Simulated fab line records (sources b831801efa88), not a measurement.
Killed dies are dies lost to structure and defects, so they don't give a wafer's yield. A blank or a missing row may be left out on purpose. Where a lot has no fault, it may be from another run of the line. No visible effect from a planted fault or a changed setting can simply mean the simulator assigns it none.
fab line records | flow gf180mcu
record: lots: 24 | wafers: 72 | last_day: 34
route steps=602 shown CONTACT@301 V1@352 V2@404 M3@412 V5@541
lots that met no fault: from a run of the same line without faults
start_h: hours from the record's opening day to when the first of the lot's shown wafers began | wait_h: time in hours since the lot's previous step | " the same as in the row above | L1.1+2: a single row standing in for several wafers | - either no value or no given start | * or withheld: withheld | < > ~ a bound
route shown NAME@n: a module of which the file shows steps, and the number in the route of the first | usual: mean and standard deviation over wafers with no fault | same: alike in all rows | chamber/n: place in a boat | sites: readings site by site | _std_site: standard deviation of those values | _edge_site: outer sites' mean less inner sites' | radius_mm: how far each site lies from the wafer's centre | mask NAME#n: copy n | behind: tool/chamber where the wafer was last shaped | hold: what put the lot on hold/how long, in hours/how the hold closed | device: names the non-switching transistor (n, p or np) | end of line: the tests these same wafers got at the end of their route | a step without rows: its recipe alone | killed: the dies lost at the first sort to structure and to defects; this is not the yield of the wafer | map: a wafer's dies, x killed, . not, _ none there
set.NAME: the setting that was run; set.NAME@STEP: the one run at that earlier step | model.NAME: the simulator's own value behind a step, which no gauge read
the route's steps for a sample of lots (tables are steps, rows are wafers)
services: when a tool's chamber went out of use (start_h, in hours from the record's first day, below 0 if earlier), for how many hours, and the reason
== steps ==
step: GF_CONTACT_CD_MEAS_14
recipe: target_cd_nm: 220
usual: cd_nm: 219.7/1.7
lot.wafer | tool      | chamber | start_h | wait_h | cd_nm
L074.1    | cd_sem-02 | -       | 363.05  | 0.1    | 221.2
L074.2    | "         | -       | "       | "      | 219.7
L074.4    | "         | -       | "       | "      | 218.5
L075.1    | cd_sem-02 | -       | 371.35  | 0.1    | 218.8
L075.4    | "         | -       | "       | "      | 219.8
L075.6    | "         | -       | "       | "      | 220.3
L076.1    | cd_sem-02 | -       | 376.70  | 0.1    | 219.5
L076.2    | "         | -       | "       | "      | 220.0
L076.4    | "         | -       | "       | "      | 220.5
L077.1    | cd_sem-02 | -       | 381.50  | 0.3    | 217.7
L077.2    | "         | -       | "       | "      | 219.7
L077.4    | "         | -       | "       | "      | 216.8
L078.2    | cd_sem-02 | -       | 396.32  | 0.1    | 219.2
L078.4    | "         | -       | "       | "      | 218.1
L078.5    | "         | -       | "       | "      | 219.9
L079.3    | cd_sem-01 | -       | 404.29  | 0.1    | 220.1
L079.4    | "         | -       | "       | "      | 217.4
L079.5    | "         | -       | "       | "      | 217.0
L080.4    | cd_sem-02 | -       | 413.35  | 0.1    | 219.4
L080.5    | "         | -       | "       | "      | 220.2
L080.6    | "         | -       | "       | "      | 218.8
L081.4    | cd_sem-01 | -       | 416.65  | 0.1    | 221.6
L081.5    | "         | -       | "       | "      | 220.8
L081.6    | "         | -       | "       | "      | 220.9
L082.1    | cd_sem-02 | -       | 431.79  | 0.1    | 222.0
L082.5    | "         | -       | "       | "      | 221.3
L082.6    | "         | -       | "       | "      | 221.5
L083.4    | cd_sem-01 | -       | 449.96  | 0.1    | 217.3
L083.5    | "         | -       | "       | "      | 218.1
L083.6    | "         | -       | "       | "      | 215.0
L084.2    | cd_sem-02 | -       | 461.97  | 0.1    | 220.2
L084.4    | "         | -       | "       | "      | 220.0
L084.6    | "         | -       | "       | "      | 219.8
L085.2    | cd_sem-01 | -       | 463.56  | 0.1    | 222.8
L085.3    | "         | -       | "       | "      | 222.4
L085.4    | "         | -       | "       | "      | 222.3
L086.1    | cd_sem-01 | -       | 466.60  | 0.1    | 219.3
L086.4    | "         | -       | "       | "      | 220.6
L086.5    | "         | -       | "       | "      | 219.4
L087.4    | cd_sem-02 | -       | 479.76  | 0.1    | 218.9
L087.5    | "         | -       | "       | "      | 219.4
L087.6    | "         | -       | "       | "      | 219.4
L088.1    | cd_sem-02 | -       | 489.44  | 0.1    | 219.6
L088.3    | "         | -       | "       | "      | 220.5
L088.4    | "         | -       | "       | "      | 220.8
L089.1    | cd_sem-01 | -       | 499.45  | 0.1    | 218.4
L089.2    | "         | -       | "       | "      | 219.0
L089.4    | "         | -       | "       | "      | 217.3
L091.3    | cd_sem-02 | -       | 509.99  | 0.1    | 222.3
L091.5    | "         | -       | "       | "      | 222.4
L091.6    | "         | -       | "       | "      | 223.4
L090.4    | cd_sem-01 | -       | 513.15  | 0.1    | 220.3
L090.5    | "         | -       | "       | "      | 219.6
L090.6    | "         | -       | "       | "      | 220.9
L092.1    | cd_sem-02 | -       | 519.95  | 0.1    | 216.1
L092.2    | "         | -       | "       | "      | 216.7
L092.3    | "         | -       | "       | "      | 216.7
L093.1    | cd_sem-01 | -       | 530.75  | 0.1    | 219.0
L093.2    | "         | -       | "       | "      | 220.2
L093.4    | "         | -       | "       | "      | 220.3
L094.1    | cd_sem-01 | -       | 541.30  | 0.1    | 220.5
L094.4    | "         | -       | "       | "      | 220.2
L094.5    | "         | -       | "       | "      | 220.3
L095.1    | cd_sem-02 | -       | 548.79  | 0.1    | 220.5
L095.2    | "         | -       | "       | "      | 221.6
L095.6    | "         | -       | "       | "      | 220.4
L096.2    | cd_sem-01 | -       | 558.52  | 0.1    | 218.2
L096.3    | "         | -       | "       | "      | 216.9
L096.4    | "         | -       | "       | "      | 217.0
L097.1    | cd_sem-02 | -       | 566.59  | 0.1    | 220.4
L097.3    | "         | -       | "       | "      | 219.3
L097.4    | "         | -       | "       | "      | 219.2
step: GF_V1_ETCH_17
recipe: chemistry: C4F8/O2/Ar | mask_material: KrF | target: SiO2 | stop_on: TiN | source_w: 1500 | bias_w: 1200 | pressure_mtorr: 40 | c4f8_flow_sccm: withheld | O2_flow_sccm: 6 | Ar_flow_sccm: 300 | time_s: withheld | target_depth_a: 6300
usual: oes_product_au: 0.856/0.0044
lot.wafer | tool        | chamber | start_h | wait_h | oes_product_au
L074.1    | rie_diel-03 | 1       | -       | -      | 0.851
L074.2    | "           | 2       | "       | "      | 0.854
L074.4    | "           | 0       | "       | "      | 0.857
L075.1    | rie_diel-04 | 1       | -       | -      | 0.849
L075.4    | "           | 2       | "       | "      | 0.864
L075.6    | "           | 1       | "       | "      | 0.867
L076.1    | rie_diel-01 | 2       | -       | -      | 0.854
L076.2    | "           | 3       | "       | "      | 0.856
L076.4    | "           | 1       | "       | "      | 0.852
L077.1    | rie_diel-01 | 2       | -       | -      | 0.851
L077.2    | "           | 0       | "       | "      | 0.850
L077.4    | "           | 1       | "       | "      | 0.847
L078.2    | rie_diel-03 | 1       | -       | -      | 0.853
L078.4    | "           | 2       | "       | "      | 0.859
L078.5    | "           | 2       | "       | "      | 0.865
L079.3    | rie_diel-04 | 1       | -       | -      | 0.862
L079.4    | "           | 2       | "       | "      | 0.858
L079.5    | "           | 3       | "       | "      | 0.855
L080.4    | rie_diel-03 | 3       | -       | -      | 0.858
L080.5    | "           | 2       | "       | "      | 0.858
L080.6    | "           | 1       | "       | "      | 0.854
L081.4    | rie_diel-04 | 3       | -       | -      | 0.860
L081.5    | "           | 0       | "       | "      | 0.854
L081.6    | "           | 1       | "       | "      | 0.850
L082.1    | rie_diel-03 | 2       | -       | -      | 0.852
L082.5    | "           | 1       | "       | "      | 0.853
L082.6    | "           | 0       | "       | "      | 0.864
L083.4    | rie_diel-01 | 2       | -       | -      | 0.855
L083.5    | "           | 0       | "       | "      | 0.858
L083.6    | "           | 3       | "       | "      | 0.860
L084.2    | rie_diel-03 | 3       | -       | -      | 0.848
L084.4    | "           | 0       | "       | "      | 0.863
L084.6    | "           | 0       | "       | "      | 0.853
L085.2    | rie_diel-03 | 0       | -       | -      | 0.856
L085.3    | "           | 3       | "       | "      | 0.863
L085.4    | "           | 2       | "       | "      | 0.862
L086.1    | rie_diel-04 | 3       | -       | -      | 0.852
L086.4    | "           | 0       | "       | "      | 0.847
L086.5    | "           | 2       | "       | "      | 0.850
L087.4    | rie_diel-01 | 0       | -       | -      | 0.859
L087.5    | "           | 3       | "       | "      | 0.855
L087.6    | "           | 1       | "       | "      | 0.857
L088.1    | rie_diel-03 | 0       | -       | -      | 0.853
L088.3    | "           | 2       | "       | "      | 0.858
L088.4    | "           | 3       | "       | "      | 0.862
L089.1    | rie_diel-01 | 0       | -       | -      | 0.846
L089.2    | "           | 1       | "       | "      | 0.848
L089.4    | "           | 2       | "       | "      | 0.855
L091.3    | rie_diel-04 | 3       | -       | -      | 0.854
L091.5    | "           | 0       | "       | "      | 0.850
L091.6    | "           | 1       | "       | "      | 0.857
L090.4    | rie_diel-04 | 3       | -       | -      | 0.858
L090.5    | "           | 1       | "       | "      | 0.854
L090.6    | "           | 2       | "       | "      | 0.854
L092.1    | rie_diel-01 | 0       | -       | -      | 0.858
L092.2    | "           | 1       | "       | "      | 0.856
L092.3    | "           | 2       | "       | "      | 0.857
L093.1    | rie_diel-03 | 2       | -       | -      | 0.854
L093.2    | "           | 3       | "       | "      | 0.858
L093.4    | "           | 1       | "       | "      | 0.854
L094.1    | rie_diel-03 | 1       | -       | -      | 0.855
L094.4    | "           | 0       | "       | "      | 0.851
L094.5    | "           | 3       | "       | "      | 0.860
L095.1    | rie_diel-01 | 0       | -       | -      | 0.850
L095.2    | "           | 3       | "       | "      | 0.853
L095.6    | "           | 0       | "       | "      | 0.855
L096.2    | rie_diel-03 | 1       | -       | -      | 0.848
L096.3    | "           | 0       | "       | "      | 0.857
L096.4    | "           | 3       | "       | "      | 0.856
L097.1    | rie_diel-04 | 3       | -       | -      | 0.852
L097.3    | "           | 1       | "       | "      | 0.865
L097.4    | "           | 0       | "       | "      | 0.861
step: GF_V1_STRIP_18
recipe: chemistry: O2/N2 | power_w: 1400 | pressure_mtorr: 1500 | platen_temp_c: 250 | o2_flow_sccm: 3000 | n2_flow_sccm: 300 | overash_fraction: 0.5
usual: drypump_motor_current_A: 5.4/0.32 | heater_power_w: 307/39 | oes_product_au: 0.593/0.0044
lot.wafer | tool            | chamber | start_h | wait_h | drypump_motor_current_A | heater_power_w | oes_product_au | rf_hours_counter_h
L074.1    | plasma_asher-03 | 0       | 411.84  | -      | 5.4                     | 347            | 0.590          | 77
L074.2    | "               | 1       | "       | "      | 5.4                     | 336            | 0.596          | 77
L074.4    | "               | 0       | "       | "      | 5.3                     | 331            | 0.590          | -
L075.1    | plasma_asher-03 | 1       | 420.59  | -      | 5.4                     | 338            | 0.589          | 78
L075.4    | "               | 1       | "       | "      | 5.3                     | 341            | 0.601          | -
L075.6    | "               | 1       | "       | "      | 5.3                     | 328            | 0.595          | -
L076.1    | plasma_asher-02 | 1       | 425.59  | -      | 5.0                     | 244            | 0.595          | 82
L076.2    | "               | 0       | "       | "      | 5.6                     | 275            | 0.600          | 82
L076.4    | "               | 1       | "       | "      | 4.9                     | 255            | 0.591          | -
L077.1    | plasma_asher-01 | 0       | 431.54  | -      | 6.0                     | 291            | 0.593          | 63
L077.2    | "               | 1       | "       | "      | 5.3                     | 362            | 0.589          | 63
L077.4    | "               | 1       | "       | "      | 5.3                     | 375            | 0.595          | -
L078.2    | plasma_asher-02 | 1       | 446.94  | -      | 5.0                     | 246            | 0.591          | 84
L078.4    | "               | 0       | "       | "      | 5.6                     | 278            | 0.596          | -
L078.5    | "               | 0       | "       | "      | 5.6                     | 281            | 0.593          | -
L079.3    | plasma_asher-02 | 0       | 455.37  | -      | 5.7                     | 271            | 0.595          | -
L079.4    | "               | 1       | "       | "      | 5.0                     | 256            | 0.590          | -
L079.5    | "               | 0       | "       | "      | 5.6                     | 284            | 0.594          | -
L080.4    | plasma_asher-02 | 1       | 463.89  | -      | 5.0                     | 247            | 0.592          | -
L080.5    | "               | 1       | "       | "      | 5.0                     | 252            | 0.588          | -
L080.6    | "               | 0       | "       | "      | 5.6                     | 283            | 0.587          | -
L081.4    | plasma_asher-02 | 1       | 468.37  | -      | 4.9                     | 253            | 0.583          | -
L081.5    | "               | 1       | "       | "      | 4.9                     | 256            | 0.589          | -
L081.6    | "               | 0       | "       | "      | 5.7                     | 281            | 0.591          | -
L082.1    | plasma_asher-02 | 0       | 483.53  | -      | 5.6                     | 280            | 0.586          | 89
L082.5    | "               | 1       | "       | "      | 4.9                     | 256            | 0.588          | -
L082.6    | "               | 0       | "       | "      | 5.6                     | 283            | 0.594          | -
L083.4    | plasma_asher-02 | 0       | 500.82  | -      | 5.6                     | 279            | 0.588          | -
L083.5    | "               | 1       | "       | "      | 5.0                     | 255            | 0.589          | -
L083.6    | "               | 0       | "       | "      | 5.7                     | 274            | 0.585          | -
L084.2    | plasma_asher-01 | 1       | 511.63  | -      | 5.4                     | 376            | 0.600          | 69
L084.4    | "               | 1       | "       | "      | 5.3                     | 361            | 0.591          | -
L084.6    | "               | 1       | "       | "      | 5.3                     | 359            | 0.580          | -
L085.2    | plasma_asher-03 | 1       | 513.89  | -      | 5.3                     | 335            | 0.595          | 9
L085.3    | "               | 0       | "       | "      | 5.4                     | 334            | 0.602          | -
L085.4    | "               | 1       | "       | "      | 5.3                     | 326            | 0.601          | -
L086.1    | plasma_asher-03 | 0       | 518.63  | -      | 5.3                     | 341            | 0.595          | 10
L086.4    | "               | 0       | "       | "      | 5.3                     | 336            | 0.589          | -
L086.5    | "               | 0       | "       | "      | 5.4                     | 340            | 0.598          | -
L087.4    | plasma_asher-01 | 0       | 530.11  | -      | 6.0                     | 289            | 0.591          | -
L087.5    | "               | 0       | "       | "      | 6.1                     | 290            | 0.600          | -
L087.6    | "               | 1       | "       | "      | 5.4                     | 377            | 0.591          | -
L088.1    | plasma_asher-03 | 1       | 539.98  | -      | 5.3                     | 322            | 0.586          | 12
L088.3    | "               | 1       | "       | "      | 5.4                     | 327            | 0.599          | -
L088.4    | "               | 0       | "       | "      | 5.3                     | 341            | 0.586          | -
L089.1    | plasma_asher-03 | 1       | 549.13  | -      | 5.3                     | 333            | 0.591          | 13
L089.2    | "               | 0       | "       | "      | 5.3                     | 330            | 0.590          | 13
L089.4    | "               | 1       | "       | "      | 5.4                     | 319            | 0.596          | -
L091.3    | plasma_asher-01 | 1       | 559.28  | -      | 5.3                     | 368            | 0.597          | -
L091.5    | "               | 0       | "       | "      | 6.0                     | 284            | 0.592          | -
L091.6    | "               | 1       | "       | "      | 5.3                     | 385            | 0.595          | -
L090.4    | plasma_asher-02 | 1       | 561.43  | -      | 5.0                     | 252            | 0.589          | -
L090.5    | "               | 0       | "       | "      | 5.6                     | 274            | 0.592          | -
L090.6    | "               | 1       | "       | "      | 5.0                     | 250            | 0.592          | -
L092.1    | plasma_asher-03 | 0       | 568.28  | -      | 5.4                     | 334            | 0.592          | 15
L092.2    | "               | 1       | "       | "      | 5.4                     | 320            | 0.585          | 15
L092.3    | "               | 1       | "       | "      | 5.4                     | 322            | 0.601          | -
L093.1    | plasma_asher-03 | 1       | 577.43  | -      | 5.3                     | 324            | 0.588          | 15
L093.2    | "               | 0       | "       | "      | 5.4                     | 326            | 0.592          | 15
L093.4    | "               | 0       | "       | "      | 5.3                     | 336            | 0.590          | -
L094.1    | plasma_asher-01 | 0       | 586.79  | -      | 6.1                     | 294            | 0.603          | 78
L094.4    | "               | 1       | "       | "      | 5.3                     | 368            | 0.595          | -
L094.5    | "               | 0       | "       | "      | 6.1                     | 289            | 0.592          | -
L095.1    | plasma_asher-01 | 0       | 594.64  | -      | 6.0                     | 286            | 0.596          | 78
L095.2    | "               | 1       | "       | "      | 5.3                     | 373            | 0.596          | 78
L095.6    | "               | 0       | "       | "      | 6.0                     | 291            | 0.588          | -
L096.2    | plasma_asher-02 | 1       | 602.39  | -      | 5.0                     | 255            | 0.589          | 100
L096.3    | "               | 0       | "       | "      | 5.6                     | 278            | 0.596          | -
L096.4    | "               | 1       | "       | "      | 5.0                     | 248            | 0.592          | -
L097.1    | plasma_asher-03 | 1       | 610.13  | -      | 5.4                     | 331            | 0.588          | 20
L097.3    | "               | 1       | "       | "      | 5.3                     | 331            | 0.589          | -
L097.4    | "               | 0       | "       | "      | 5.4                     | 338            | 0.595          | -
step: GF_V2_SPUTTER_22
recipe: material: TiN | target_thk_nm: 10 | chamber_pressure_pa: 5 | power_w: 4000 | time_s: 40
usual: throttle_valve_pct: 29.6/1.1
lot.wafer | tool           | chamber | start_h | wait_h | throttle_valve_pct
L074.1    | pvd_sputter-02 | -       | 463.79  | 0.0    | 30.2
L074.2    | "              | -       | "       | "      | 29.9
L074.4    | "              | -       | "       | "      | 28.1
L075.1    | pvd_sputter-03 | -       | 473.19  | 0.0    | 30.1
L075.4    | "              | -       | "       | "      | 29.6
L075.6    | "              | -       | "       | "      | 29.3
L076.1    | pvd_sputter-04 | -       | 476.81  | 0.0    | 29.6
L076.2    | "              | -       | "       | "      | 28.4
L076.4    | "              | -       | "       | "      | 31.9
L077.1    | pvd_sputter-03 | -       | 483.18  | 0.0    | 29.4
L077.2    | "              | -       | "       | "      | 29.1
L077.4    | "              | -       | "       | "      | 29.5
L078.2    | pvd_sputter-04 | -       | 499.18  | 0.0    | 27.8
L078.4    | "              | -       | "       | "      | 29.4
L078.5    | "              | -       | "       | "      | 29.6
L079.3    | pvd_sputter-02 | -       | 506.97  | 0.0    | 30.3
L079.4    | "              | -       | "       | "      | 28.0
L079.5    | "              | -       | "       | "      | 28.2
L080.4    | pvd_sputter-04 | -       | 515.33  | 0.0    | 29.8
L080.5    | "              | -       | "       | "      | 29.8
L080.6    | "              | -       | "       | "      | 31.7
L081.4    | pvd_sputter-02 | -       | 520.18  | 0.0    | 30.5
L081.5    | "              | -       | "       | "      | 30.7
L081.6    | "              | -       | "       | "      | 28.1
L082.1    | pvd_sputter-04 | -       | 534.39  | 0.0    | 29.8
L082.5    | "              | -       | "       | "      | 29.3
L082.6    | "              | -       | "       | "      | 28.4
L083.4    | pvd_sputter-02 | -       | 550.98  | 0.0    | 30.6
L083.5    | "              | -       | "       | "      | 30.5
L083.6    | "              | -       | "       | "      | 30.4
L084.2    | pvd_sputter-04 | -       | 560.48  | 0.0    | 31.5
L084.4    | "              | -       | "       | "      | 29.3
L084.6    | "              | -       | "       | "      | 29.6
L085.2    | pvd_sputter-02 | -       | 563.41  | 0.0    | 30.2
L085.3    | "              | -       | "       | "      | 30.2
L085.4    | "              | -       | "       | "      | 28.2
L086.1    | pvd_sputter-02 | -       | 567.04  | 0.0    | 29.8
L086.4    | "              | -       | "       | "      | 27.9
L086.5    | "              | -       | "       | "      | 30.5
L087.4    | pvd_sputter-04 | -       | 577.47  | 0.0    | 31.6
L087.5    | "              | -       | "       | "      | 29.5
L087.6    | "              | -       | "       | "      | 29.7
L088.1    | pvd_sputter-03 | -       | 587.58  | 0.0    | 27.6
L088.3    | "              | -       | "       | "      | 29.5
L088.4    | "              | -       | "       | "      | 29.3
L089.1    | pvd_sputter-04 | -       | 596.43  | 0.0    | 29.6
L089.2    | "              | -       | "       | "      | 31.8
L089.4    | "              | -       | "       | "      | 29.7
L091.3    | pvd_sputter-03 | -       | 604.46  | 0.0    | 29.4
L091.5    | "              | -       | "       | "      | 29.2
L091.6    | "              | -       | "       | "      | 27.6
L090.4    | pvd_sputter-03 | -       | 607.51  | 0.0    | 27.6
L090.5    | "              | -       | "       | "      | 29.6
L090.6    | "              | -       | "       | "      | 29.2
L092.1    | pvd_sputter-04 | -       | 612.72  | 0.0    | 29.5
L092.2    | "              | -       | "       | "      | 29.6
L092.3    | "              | -       | "       | "      | 28.0
L093.1    | pvd_sputter-02 | -       | 621.82  | 0.0    | 30.5
L093.2    | "              | -       | "       | "      | 30.3
L093.4    | "              | -       | "       | "      | 28.1
L094.1    | pvd_sputter-04 | -       | 631.30  | 0.0    | 30.0
L094.4    | "              | -       | "       | "      | 28.2
L094.5    | "              | -       | "       | "      | 28.1
L095.1    | pvd_sputter-04 | -       | 638.90  | 0.0    | 31.7
L095.2    | "              | -       | "       | "      | 29.7
L095.6    | "              | -       | "       | "      | 31.7
L096.2    | pvd_sputter-03 | -       | 644.93  | 0.0    | 29.5
L096.3    | "              | -       | "       | "      | 27.2
L096.4    | "              | -       | "       | "      | 29.4
L097.1    | pvd_sputter-04 | -       | 652.90  | 0.0    | 29.6
L097.3    | "              | -       | "       | "      | 28.2
L097.4    | "              | -       | "       | "      | 29.7
step: GF_M3_SPUTTER_03
recipe: material: Ti | target_thk_nm: 10 | substrate_temp_c: 300 | chamber_pressure_pa: 0.3 | power_w: 3000 | time_s: 6.7
usual: throttle_valve_pct: 29.6/1
lot.wafer | tool           | chamber | start_h | wait_h | throttle_valve_pct
L074.1    | pvd_sputter-03 | -       | 464.58  | 0.0    | 29.6
L074.2    | "              | -       | "       | "      | 27.7
L074.4    | "              | -       | "       | "      | 29.2
L075.1    | pvd_sputter-02 | -       | 474.09  | 0.0    | 30.3
L075.4    | "              | -       | "       | "      | 30.5
L075.6    | "              | -       | "       | "      | 30.4
L076.1    | pvd_sputter-03 | -       | 477.60  | 0.0    | 30.3
L076.2    | "              | -       | "       | "      | 29.4
L076.4    | "              | -       | "       | "      | 29.3
L077.1    | pvd_sputter-03 | -       | 484.22  | 0.0    | 30.2
L077.2    | "              | -       | "       | "      | 29.6
L077.4    | "              | -       | "       | "      | 29.4
L078.2    | pvd_sputter-01 | -       | 499.97  | 0.0    | 31.3
L078.4    | "              | -       | "       | "      | 29.2
L078.5    | "              | -       | "       | "      | 31.1
L079.3    | pvd_sputter-03 | -       | 507.76  | 0.0    | 30.3
L079.4    | "              | -       | "       | "      | 29.6
L079.5    | "              | -       | "       | "      | 29.5
L080.4    | pvd_sputter-02 | -       | 516.14  | 0.0    | 27.7
L080.5    | "              | -       | "       | "      | 30.1
L080.6    | "              | -       | "       | "      | 28.2
L081.4    | pvd_sputter-01 | -       | 520.97  | 0.0    | 31.0
L081.5    | "              | -       | "       | "      | 29.1
L081.6    | "              | -       | "       | "      | 30.8
L082.1    | pvd_sputter-01 | -       | 535.18  | 0.0    | 30.2
L082.5    | "              | -       | "       | "      | 31.0
L082.6    | "              | -       | "       | "      | 30.3
L083.4    | pvd_sputter-01 | -       | 551.77  | 0.0    | 30.1
L083.5    | "              | -       | "       | "      | 31.1
L083.6    | "              | -       | "       | "      | 29.2
L084.2    | pvd_sputter-02 | -       | 561.28  | 0.0    | 30.5
L084.4    | "              | -       | "       | "      | 30.4
L084.6    | "              | -       | "       | "      | 30.4
L085.2    | pvd_sputter-02 | -       | 564.20  | 0.0    | 27.9
L085.3    | "              | -       | "       | "      | 30.7
L085.4    | "              | -       | "       | "      | 30.2
L086.1    | pvd_sputter-03 | -       | 567.92  | 0.0    | 30.4
L086.4    | "              | -       | "       | "      | 29.2
L086.5    | "              | -       | "       | "      | 29.4
L087.4    | pvd_sputter-03 | -       | 578.27  | 0.0    | 30.3
L087.5    | "              | -       | "       | "      | 29.2
L087.6    | "              | -       | "       | "      | 30.3
L088.1    | pvd_sputter-02 | -       | 588.38  | 0.0    | 28.1
L088.3    | "              | -       | "       | "      | 30.5
L088.4    | "              | -       | "       | "      | 30.2
L089.1    | pvd_sputter-03 | -       | 597.23  | 0.0    | 29.3
L089.2    | "              | -       | "       | "      | 30.3
L089.4    | "              | -       | "       | "      | 27.7
L091.3    | pvd_sputter-03 | -       | 605.27  | 0.0    | 29.5
L091.5    | "              | -       | "       | "      | 29.4
L091.6    | "              | -       | "       | "      | 29.6
L090.4    | pvd_sputter-01 | -       | 608.31  | 0.0    | 30.1
L090.5    | "              | -       | "       | "      | 30.2
L090.6    | "              | -       | "       | "      | 30.9
L092.1    | pvd_sputter-03 | -       | 613.52  | 0.0    | 30.2
L092.2    | "              | -       | "       | "      | 29.3
L092.3    | "              | -       | "       | "      | 29.2
L093.1    | pvd_sputter-01 | -       | 622.62  | 0.0    | 30.9
L093.2    | "              | -       | "       | "      | 29.1
L093.4    | "              | -       | "       | "      | 29.5
L094.1    | pvd_sputter-03 | -       | 632.10  | 0.0    | 29.3
L094.4    | "              | -       | "       | "      | 29.0
L094.5    | "              | -       | "       | "      | 30.4
L095.1    | pvd_sputter-03 | -       | 639.69  | 0.0    | 29.3
L095.2    | "              | -       | "       | "      | 30.4
L095.6    | "              | -       | "       | "      | 29.6
L096.2    | pvd_sputter-03 | -       | 645.72  | 0.0    | 30.0
L096.3    | "              | -       | "       | "      | 29.6
L096.4    | "              | -       | "       | "      | 27.8
L097.1    | pvd_sputter-02 | -       | 653.69  | 0.0    | 28.2
L097.3    | "              | -       | "       | "      | 30.7
L097.4    | "              | -       | "       | "      | 30.1
step: GF_V5_THK_MEAS_01
recipe: reads: SiO2_of_V5_CVD_00
usual: V5_CVD_00_THK: 299/3.2
lot.wafer | tool          | chamber | start_h | wait_h | V5_CVD_00_THK[nm]
L074.1    | film_metro-02 | -       | 607.32  | 0.0    | 295
L074.2    | "             | -       | "       | "      | 291
L074.4    | "             | -       | "       | "      | 299
L075.1    | film_metro-04 | -       | 610.98  | 0.0    | 295
L075.4    | "             | -       | "       | "      | 299
L075.6    | "             | -       | "       | "      | 300
L076.1    | film_metro-03 | -       | 618.17  | 0.0    | 297
L076.2    | "             | -       | "       | "      | 302
L076.4    | "             | -       | "       | "      | 298
L077.1    | film_metro-04 | -       | 623.70  | 0.0    | 295
L077.2    | "             | -       | "       | "      | 298
L077.4    | "             | -       | "       | "      | 302
L078.2    | film_metro-04 | -       | 634.06  | 0.0    | 298
L078.4    | "             | -       | "       | "      | 297
L078.5    | "             | -       | "       | "      | 302
L079.3    | film_metro-02 | -       | 642.89  | 0.0    | 297
L079.4    | "             | -       | "       | "      | 301
L079.5    | "             | -       | "       | "      | 296
L080.4    | film_metro-04 | -       | 651.79  | 0.0    | 307
L080.5    | "             | -       | "       | "      | 301
L080.6    | "             | -       | "       | "      | 300
L081.4    | film_metro-04 | -       | 657.41  | 0.0    | 302
L081.5    | "             | -       | "       | "      | 300
L081.6    | "             | -       | "       | "      | 302
L082.1    | film_metro-03 | -       | 666.72  | 0.0    | 296
L082.5    | "             | -       | "       | "      | 302
L082.6    | "             | -       | "       | "      | 296
L083.4    | film_metro-04 | -       | 680.54  | 0.0    | 299
L083.5    | "             | -       | "       | "      | 304
L083.6    | "             | -       | "       | "      | 303
L084.2    | film_metro-02 | -       | 689.58  | 0.0    | 300
L084.4    | "             | -       | "       | "      | 300
L084.6    | "             | -       | "       | "      | 301
L085.2    | film_metro-04 | -       | 692.66  | 0.0    | 296
L085.3    | "             | -       | "       | "      | 299
L085.4    | "             | -       | "       | "      | 295
L086.1    | film_metro-03 | -       | 694.11  | 0.0    | 298
L086.4    | "             | -       | "       | "      | 299
L086.5    | "             | -       | "       | "      | 294
L087.4    | film_metro-02 | -       | 702.26  | 0.0    | 301
L087.5    | "             | -       | "       | "      | 295
L087.6    | "             | -       | "       | "      | 298
L088.1    | film_metro-03 | -       | 713.62  | 0.0    | 297
L088.3    | "             | -       | "       | "      | 301
L088.4    | "             | -       | "       | "      | 301
L089.1    | film_metro-02 | -       | 718.21  | 0.0    | 300
L089.2    | "             | -       | "       | "      | 300
L089.4    | "             | -       | "       | "      | 303
L091.3    | film_metro-02 | -       | 724.29  | 0.0    | 298
L091.5    | "             | -       | "       | "      | 293
L091.6    | "             | -       | "       | "      | 298
L090.4    | film_metro-03 | -       | 731.08  | 0.0    | 301
L090.5    | "             | -       | "       | "      | 303
L090.6    | "             | -       | "       | "      | 297
L092.1    | film_metro-02 | -       | 734.51  | 0.0    | 297
L092.2    | "             | -       | "       | "      | 302
L092.3    | "             | -       | "       | "      | 294
L093.1    | film_metro-03 | -       | 740.24  | 0.0    | 300
L093.2    | "             | -       | "       | "      | 294
L093.4    | "             | -       | "       | "      | 298
L094.1    | film_metro-03 | -       | 750.62  | 0.0    | 298
L094.4    | "             | -       | "       | "      | 301
L094.5    | "             | -       | "       | "      | 304
L095.1    | film_metro-04 | -       | 753.76  | 0.0    | 305
L095.2    | "             | -       | "       | "      | 292
L095.6    | "             | -       | "       | "      | 298
L096.2    | film_metro-04 | -       | 759.78  | 0.0    | 295
L096.3    | "             | -       | "       | "      | 298
L096.4    | "             | -       | "       | "      | 298
L097.1    | film_metro-02 | -       | 768.62  | 0.0    | 298
L097.3    | "             | -       | "       | "      | 300
L097.4    | "             | -       | "       | "      | 303
== services ==
tool            | chamber | start_h | hours | kind
plasma_asher-01 | -       | 407.64  | 0.4   | repair
plasma_asher-03 | -       | 421.25  | 9.0   | pm
rie_diel-04     | 0       | 423.22  | 34.8  | repair
rie_diel-01     | 3       | 438.78  | 2.8   | repair
plasma_asher-01 | -       | 446.57  | 21.4  | repair
rie_diel-04     | 2       | 451.84  | 1.5   | repair
pvd_sputter-03  | 0       | 466.06  | -     | consumable_replace:kit
pvd_sputter-03  | 0       | 466.06  | 18.0  | scheduled_down
pvd_sputter-03  | 0       | 466.06  | 18.0  | vent_cycle
rie_diel-04     | -       | 472.34  | 1.3   | repair
rie_diel-04     | 0       | 484.27  | 2.2   | repair
rie_diel-01     | 2       | 519.13  | 11.5  | repair
rie_diel-03     | 2       | 521.72  | 6.9   | repair
plasma_asher-02 | -       | 535.58  | 1.4   | repair
rie_diel-04     | 0       | 537.47  | 7.1   | repair
rie_diel-03     | 1       | 562.41  | 9.7   | repair
rie_diel-04     | 0       | 570.75  | 5.3   | repair
pvd_sputter-01  | -       | 571.73  | 1.6   | repair
plasma_asher-02 | -       | 576.80  | 10.1  | repair
rie_diel-04     | 1       | 580.93  | 27.4  | repair
pvd_sputter-02  | -       | 602.32  | 5.0   | repair
rie_diel-03     | -       | 614.61  | 0.7   | repair
pvd_sputter-02  | -       | 632.04  | 21.4  | repair
rie_diel-01     | -       | 651.45  | 0.3   | repair
== key ==
fault none
